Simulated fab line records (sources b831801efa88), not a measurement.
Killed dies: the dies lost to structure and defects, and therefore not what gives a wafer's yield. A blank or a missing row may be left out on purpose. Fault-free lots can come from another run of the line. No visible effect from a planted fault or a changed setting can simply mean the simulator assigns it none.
What tool caused it? -- flow gf180mcu -- Sampling: 14 lots, 40 wafers, 2 of 602 route steps

## WHAT EACH GAUGE READ, for each wafer
GF_HV_LDD_OVL_MEAS_32. Usual: HV_LDD_02_OVL 0.0 nm, standard deviation 1.5.
lot,measured,on,HV_LDD_02_OVL (nm),flag
L901,day 11 15:08,overlay-01,1.5 0.3 1.4,
L902,day 11 19:47,overlay-02,0.4 3.0 1.0,
L906,day 13 03:36,overlay-02,2.2 2.0 2.1,
L908,day 13 20:20,overlay-02,1.5 -1.6,
L909,day 14 07:38,overlay-01,1.5 1.5 1.4,
L910,day 14 13:32,overlay-01,-0.7 -1.8 -1.1,
L912,day 15 00:46,overlay-02,-0.2 -0.6,
L913,day 15 14:20,overlay-01,-0.3 0.0 -3.1,
L914,day 15 18:31,overlay-01,-1.3 -1.2 0.1,
L915,day 16 06:47,overlay-02,1.7 1.9 -0.1,
L916,day 16 13:51,overlay-02,0.4 1.4 0.8,
L921,day 18 02:01,overlay-01,262.0 260.2 260.4,OFF
L922,day 18 12:40,overlay-01,262.2 263.8 263.9,OFF
L923,day 19 06:37,overlay-01,-0.8 0.9 -0.8,

## WHAT TOOL EACH LOT RAN ON (gives the tool, then ch and the chambers of the sampled wafers, and finally the start)
lot,GF_HV_LDD_EXPOSE_28
L901,"iline stepper-02 ch 0, day 11 06:10"
L902,"iline stepper-02 ch 0, day 11 10:19"
L906,"iline stepper-02 ch 0, day 12 18:03"
L908,"iline stepper-01 ch 0, day 13 10:10"
L909,"iline stepper-01 ch 0, day 13 21:14"
L910,"iline stepper-01 ch 0, day 14 02:52"
L912,"iline stepper-02 ch 0, day 14 14:32"
L913,"iline stepper-01 ch 0, day 15 03:50"
L914,"iline stepper-02 ch 0, day 15 07:44"
L915,"iline stepper-02 ch 0, day 15 19:40"
L916,"iline stepper-02 ch 0, day 16 03:02"
L921,"iline stepper-02 ch 0, day 17 14:24"
L922,"iline stepper-02 ch 0, day 18 01:15"
L923,"iline stepper-01 ch 0, day 18 18:44"
- GF_HV_LDD_EXPOSE_28: exposes mask Nplus HV AREA, target cd 400 nm.

## AS READ BY THE TOOLS THEMSELVES (means over the sampled wafers that have a number; for cases with no such wafer, the mark the record gives instead)
The record holds no such reading with a usual standard deviation.

## THE ANSWER, worked out from the rows above alone
Rule: a lot is off if the mean of its wafers that have a number lies more than 3 standard deviations from the usual mean. A lot without any number at a reading at which 4 lots or more have one is off too. All remaining lots with rows at the step are treated as sound. First the gauges in route order, then the tools' own readings, where a lot's mean is used as printed above. The first step at which some lot is off is used, and at that step the reading that is off furthest; a lot without a number counts as furthest.
Off: L921, L922, at GF_HV_LDD_OVL_MEAS_32 (HV_LDD_02_OVL).
A tool fits if, at a process step before that reading, it ran every lot that is off, and no sound lot after the first of them. Those tools and the gauges at GF_HV_LDD_OVL_MEAS_32 are tried in the same way. One candidate fits, namely iline stepper-02 at GF_HV_LDD_EXPOSE_28. A fault onset in the window from L916 (day 16 03:02, its last sound lot) to L921 (day 17 14:24, its first lot off) fits.

## WHAT THE SIMULATOR HAD PUT IN
Scanner matching overlay: iline stepper-02, from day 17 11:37 on, at GF_HV_LDD_EXPOSE_28. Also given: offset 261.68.
Lots struck among those shown: L921, L922. Same finding as the rule above.
